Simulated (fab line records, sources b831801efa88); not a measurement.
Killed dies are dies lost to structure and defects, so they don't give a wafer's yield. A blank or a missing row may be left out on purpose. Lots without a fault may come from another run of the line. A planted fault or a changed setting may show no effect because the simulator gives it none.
A struck lot beside a sound one | flow gf180mcu | 45 steps out of a route of 602
Sound: wafers L303.1, L303.2, L303.4. Struck: wafers L320.2, L320.3, L320.6. The cause comes at the end.
At each step with rows: each side's tool, then ch and its chambers, then its first start. Under that, the readings that differ: sound wafers | struck wafers | difference of the means | sigmas: that difference in standard deviations of wafers without a fault.
alike: readings whose means differ by less than 2 such deviations, and words and numbers that are the same on both sides. not compared: withheld readings, readings that some wafer has no value for, bounds like >300 that may hide the same value, and numbers for which the record gives no deviation and whose values overlap.
The two part at a step that has a row with sigmas, a row that says differs or no value, or rows on one side only. Numbers that don't overlap but have no deviation are shown without sigmas and don't part them. A reading that every wafer of one side lacks parts them only if that side has two wafers or more.

first, 6 steps without rows for these wafers: GF_DNWELL_COAT_02 (resist thk 3000 nm); GF_DNWELL_SOFTBAKE_03; GF_DNWELL_EXPOSE_04 (exposes mask DNWELL, target cd 1700 nm); GF_DNWELL_PEB_05; GF_DNWELL_DEVELOP_06 (develop time 60 s); GF_DNWELL_IMPLANT_07.
GF_DNWELL_STRIP_08: strips in O2/N2.
  sound on plasma_asher-01 ch 0,1, day 2 18:18; struck on plasma_asher-04 ch 0, day 6 13:42
  alike: drypump_motor_current_A, heater_power_w, oes_product_au, platen_temp_c, strip_time_to_endpoint_s
  not compared: rf_hours_counter_h
GF_DNWELL_TW_MEAS_09:
  sound on film_metro-02, day 2 18:24; struck on film_metro-02, day 6 13:49
  alike: DNWELL_TW
then, 4 steps without rows for these wafers: GF_NWELL_DEHYDRATE_00 (time 60 s); GF_NWELL_HMDS_01 (prime time 60 s); GF_NWELL_COAT_02 (resist thk 3000 nm); GF_NWELL_SOFTBAKE_03.
GF_NWELL_EXPOSE_04: exposes mask Nwell, target cd 860 nm.
  sound on iline_stepper-02 ch 0, day 3 00:56; struck on iline_stepper-01 ch 0, day 6 21:55
  alike: mask
then, 2 steps without rows for these wafers: GF_NWELL_PEB_05; GF_NWELL_DEVELOP_06 (develop time 60 s).
GF_NWELL_OVL_MEAS_07:
  sound on overlay-02, day 3 07:27; struck on overlay-01, day 7 05:28
  alike: NWELL_OVL
then, 2 steps without rows for these wafers: GF_NWELL_IMPLANT_08; GF_NWELL_IMPLANT_09.
GF_NWELL_STRIP_10: strips in O2/N2.
  sound on plasma_asher-04 ch 0,1, day 3 07:47; struck on plasma_asher-04 ch 0,1, day 7 05:47
  alike: drypump_motor_current_A, heater_power_w, oes_product_au, platen_temp_c, strip_time_to_endpoint_s
  not compared: rf_hours_counter_h
GF_NWELL_TW_MEAS_11:
  sound on film_metro-02, day 3 07:53; struck on film_metro-01, day 7 05:54
  alike: NWELL_TW
then, 7 steps without rows for these wafers: GF_LVPWELL_DEHYDRATE_00 (time 60 s); GF_LVPWELL_HMDS_01 (prime time 60 s); GF_LVPWELL_COAT_02 (resist thk 3000 nm); GF_LVPWELL_SOFTBAKE_03; GF_LVPWELL_EXPOSE_04 (exposes mask LVPWELL, target cd 600 nm); GF_LVPWELL_PEB_05; GF_LVPWELL_DEVELOP_06 (develop time 60 s).
GF_LVPWELL_OVL_MEAS_07:
  sound on overlay-01, day 3 19:58; struck on overlay-02, day 7 21:11
  alike: LVPWELL_OVL
then, 2 steps without rows for these wafers: GF_LVPWELL_IMPLANT_08; GF_LVPWELL_IMPLANT_09.
GF_LVPWELL_STRIP_10: strips in O2/N2.
  sound on plasma_asher-03 ch 0,1, day 3 20:17; struck on plasma_asher-01 ch 0,1, day 7 21:31
  alike: drypump_motor_current_A, heater_power_w, oes_product_au, platen_temp_c, strip_time_to_endpoint_s
  not compared: rf_hours_counter_h
GF_LVPWELL_TW_MEAS_11:
  sound on film_metro-02, day 3 20:23; struck on film_metro-04, day 7 21:38
  reading    | sound       | struck      | difference | sigmas
  LVPWELL_TW | 555 556 555 | 564 564 564 | +9         | +2
then, 7 steps without rows for these wafers: GF_MVSD_DEHYDRATE_00 (time 60 s); GF_MVSD_HMDS_01 (prime time 60 s); GF_MVSD_COAT_02 (resist thk 3000 nm); GF_MVSD_SOFTBAKE_03; GF_MVSD_EXPOSE_04 (exposes mask MVSD, target cd 1000 nm); GF_MVSD_PEB_05; GF_MVSD_DEVELOP_06 (develop time 60 s).
GF_MVSD_OVL_MEAS_07:
  sound on overlay-02, day 4 10:14; struck on overlay-01, day 8 14:35
  alike: MVSD_OVL
then, 2 steps without rows for these wafers: GF_MVSD_IMPLANT_08; GF_MVSD_IMPLANT_09.
-- the record jumps here: 14 days lie between the struck wafers' starts before and after (it left off in module MVSD and takes up again in module CONTACT, whose first step shown is number 303 of the route) --
GF_CONTACT_ETCH_16: etches BARC in N2/H2.
  sound on rie_diel-01 ch 0,2,3, day 16 01:32; struck on rie_diel-03 ch 0,2, day 22 12:51
  alike: drypump_motor_current_A, oes_product_au, throttle_valve_pct
  not compared: model.CONTACT.cd_nm
GF_CONTACT_ETCH_17: etches SiO2 in C4F8/O2/Ar, stops on CoSi2, target depth 860 nm.
  sound on rie_diel-01 ch 0,2,3; struck on rie_diel-03 ch 0,2
  alike: oes_product_au
  not compared: model.CONTACT.cd_nm
then, 1 step without rows for these wafers: GF_PASSIVATION_PROBE_99.

WHERE THEY PART
Only at GF_LVPWELL_TW_MEAS_11, within this record. Later steps at which nothing parts them and some readings are alike: GF_MVSD_OVL_MEAS_07, GF_CONTACT_ETCH_16, GF_CONTACT_ETCH_17.

WHY: what the simulator had put in
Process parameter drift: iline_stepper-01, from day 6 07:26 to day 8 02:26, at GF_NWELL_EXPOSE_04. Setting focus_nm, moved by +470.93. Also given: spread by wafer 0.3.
